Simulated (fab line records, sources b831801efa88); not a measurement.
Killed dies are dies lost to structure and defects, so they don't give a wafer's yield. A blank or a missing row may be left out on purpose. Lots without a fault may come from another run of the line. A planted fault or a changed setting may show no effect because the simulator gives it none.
Which tool did it? | flow sky130 | 11 lots, 33 wafers sampled, at 3 steps of a route of 708

WHAT THE GAUGES READ, wafer by wafer
SKY_SD_N_RS_MEAS_17: measures by four-point-probe. Usual: SD_P_RS 146.1 ohm/sq, standard deviation 0.37.
lot  | measured     | on            | SD_P_RS (ohm/sq)  | flag
L644 | day 28 17:10 | film_metro-02 | 146.0 146.0 145.6 |
L646 | day 29 19:58 | film_metro-02 | 146.7 146.6 146.5 |
L648 | day 30 04:16 | film_metro-01 | 145.8 145.9 146.0 |
L649 | day 30 22:48 | film_metro-01 | 145.8 145.6 146.2 |
L657 | day 33 05:34 | film_metro-01 | 146.4 146.4 146.2 |
L660 | day 34 05:40 | film_metro-02 | 146.2 146.4 146.7 |
L659 | day 34 07:12 | film_metro-02 | 146.2 146.1 145.7 |
L661 | day 34 13:25 | film_metro-02 | 145.5 145.8 145.9 |
L663 | day 34 23:22 | film_metro-02 | 146.7 146.4 146.1 |
L664 | day 35 11:51 | film_metro-03 | 145.9 145.8 145.8 |
L665 | day 35 13:40 | film_metro-01 | 146.0 145.8 145.8 |

SKY_LI_CONTACT_RS_MEAS_22: measures by four-point-probe. Usual: LI_CONTACT_W_RS 0.304 ohm/sq, standard deviation 0.003.
lot  | measured     | on            | LI_CONTACT_W_RS (ohm/sq) | flag
L644 | day 29 23:54 | film_metro-01 | 0.300 0.300 0.298        |
L646 | day 31 01:34 | film_metro-01 | 0.303 0.304 0.302        |
L648 | day 31 09:53 | film_metro-02 | 0.302 0.304 0.302        |
L649 | day 32 03:32 | film_metro-03 | 0.302 0.304 0.303        |
L657 | day 34 10:13 | film_metro-02 | 0.304 0.301 0.302        |
L660 | day 35 10:11 | film_metro-01 | 0.311 0.310 0.308        |
L659 | day 35 11:49 | film_metro-01 | 0.306 0.303 0.299        |
L661 | day 35 17:31 | film_metro-02 | 0.308 0.308 0.310        |
L663 | day 36 03:52 | film_metro-03 | 0.306 0.303 0.303        |
L664 | day 36 15:26 | film_metro-03 | 0.306 0.307 0.306        |
L665 | day 36 18:07 | film_metro-01 | 0.307 0.304 0.307        |

SKY_LOCAL_INTERCONNECT_THK_MEAS_02: measures by xrf. Usual: LOCAL_INTERCONNECT_TIN_THK 99.1 nm, standard deviation 1.2.
lot  | measured     | on            | LOCAL_INTERCONNECT_TIN_THK (nm) | flag
L644 | day 30 00:34 | film_metro-01 | 97.3 98.6 97.8                  |
L646 | day 31 11:44 | film_metro-01 | 100.2 99.3 98.6                 |
L648 | day 31 10:32 | film_metro-02 | 99.8 99.6 100.9                 |
L649 | day 32 05:35 | film_metro-02 | 100.0 99.6 99.1                 |
L657 | day 34 10:52 | film_metro-04 | 98.6 99.6 99.5                  |
L660 | day 35 10:50 | film_metro-04 | 98.6 97.7 99.1                  |
L659 | day 35 12:29 | film_metro-04 | 97.7 97.8 98.1                  |
L661 | day 35 18:11 | film_metro-01 | 99.8 98.5 97.3                  |
L663 | day 36 04:31 | film_metro-01 | 95.7 97.6 96.7                  |
L664 | day 36 16:06 | film_metro-04 | 98.7 98.8 99.8                  |
L665 | day 36 18:46 | film_metro-04 | 98.9 98.9 99.5                  |

WHICH TOOL RAN EACH LOT (tool, then ch and the chambers of the sampled wafers, then the start)
The record holds no process step before these readings.

WHAT THE TOOLS THEMSELVES READ (means of the sampled wafers that have a number; where no wafer has one, the mark that the record gives instead)
The record holds no such reading with a usual standard deviation.

THE ANSWER, worked out from the rows above alone
Rule: a lot is off if the mean of its wafers that have a number lies more than 3 standard deviations from the usual mean. A lot without any number at a reading at which 4 lots or more have one is off too. The other lots that the step has rows for count as sound. The gauges are gone through in route order, then the tools' own readings, and for those a lot's mean is taken as printed above. The first step at which some lot is off is used, and at that step the reading that is off furthest; a lot without a number counts as furthest.
No lot is off at any reading shown: from this, nothing can be told.

WHAT THE SIMULATOR HAD PUT IN
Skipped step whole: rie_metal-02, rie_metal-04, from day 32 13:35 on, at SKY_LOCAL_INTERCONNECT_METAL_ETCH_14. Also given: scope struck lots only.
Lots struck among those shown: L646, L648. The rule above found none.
